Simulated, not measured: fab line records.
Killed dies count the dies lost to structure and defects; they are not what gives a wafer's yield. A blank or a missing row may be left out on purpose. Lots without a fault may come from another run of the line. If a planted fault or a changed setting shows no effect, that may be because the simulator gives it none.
Chamber matching :: flow gf180mcu :: GF_V1_CVD_02 on pecvd-01 has 3 sister chambers
The step deposits SiO2 from TEOS, target thk 850 nm, time 94.851 s. 18 wafers are shown with their chamber, then 9 later ones without.

WAFERS WITH THEIR CHAMBER
wafer: L152.2
chamber: 1
heater_power_w (W): 656

wafer: L152.4
chamber: 0
heater_power_w (W): 980

wafer: L152.6
chamber: 2
heater_power_w (W): 767

wafer: L155.3
chamber: 1
heater_power_w (W): 767

wafer: L155.4
chamber: 0
heater_power_w (W): 915

wafer: L155.6
chamber: 2
heater_power_w (W): 740

wafer: L157.3
chamber: 0
heater_power_w (W): 888

wafer: L157.5
chamber: 0
heater_power_w (W): 963

wafer: L157.6
chamber: 1
heater_power_w (W): 729

wafer: L160.2
chamber: 1
heater_power_w (W): 765

wafer: L160.4
chamber: 2
heater_power_w (W): 695

wafer: L160.5
chamber: 0
heater_power_w (W): 1024

wafer: L162.4
chamber: 2
heater_power_w (W): 624

wafer: L162.5
chamber: 1
heater_power_w (W): 759

wafer: L162.6
chamber: 0
heater_power_w (W): 1006

wafer: L167.2
chamber: 1
heater_power_w (W): 712

wafer: L167.3
chamber: 0
heater_power_w (W): 1035

wafer: L167.5
chamber: 2
heater_power_w (W): 767

SIGNATURES, as means of the wafers listed above
reading: heater_power_w
chamber 0: 973.00
chamber 1: 731.33
chamber 2: 718.60
scatter within a chamber: 53
Rule: a wafer lies at a distance from a chamber equal to the root of the sum of squares, over the readings, of (its reading less the chamber's mean, divided by the reading's scatter). If the next closest chamber is less than 2 further off than the closest, the wafer can't be placed; otherwise it belongs to the closest. The scatter: the root of (the sum of the squares of (reading less its chamber's mean) over the shown wafers, divided by (wafers less chambers)).

WAFERS WITHOUT THEIR CHAMBER
wafer: L169.1
heater_power_w (W): 885

wafer: L169.2
heater_power_w (W): 722

wafer: L169.6
heater_power_w (W): 695

wafer: L168.1
heater_power_w (W): 779

wafer: L168.2
heater_power_w (W): 717

wafer: L168.4
heater_power_w (W): 625

wafer: L172.2
heater_power_w (W): 745

wafer: L172.4
heater_power_w (W): 608

wafer: L172.5
heater_power_w (W): 834

THE CHAMBER EACH PASSED THROUGH
wafer: L169.1
from the rows above: can't be placed: 0 or 1 or 2
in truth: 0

wafer: L169.2
from the rows above: can't be placed: 2 or 1
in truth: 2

wafer: L169.6
from the rows above: can't be placed: 2 or 1
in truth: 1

wafer: L168.1
from the rows above: can't be placed: 1 or 2
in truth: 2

wafer: L168.2
from the rows above: can't be placed: 2 or 1
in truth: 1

wafer: L168.4
from the rows above: can't be placed: 2 or 1
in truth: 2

wafer: L172.2
from the rows above: can't be placed: 1 or 2
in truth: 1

wafer: L172.4
from the rows above: can't be placed: 2 or 1
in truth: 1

wafer: L172.5
from the rows above: can't be placed: 1 or 2 or 0
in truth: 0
0 of 9 placed correctly. Unplaceable from these rows: 9, with the true chamber sitting among the candidates in 9. Placed wrongly: 0.
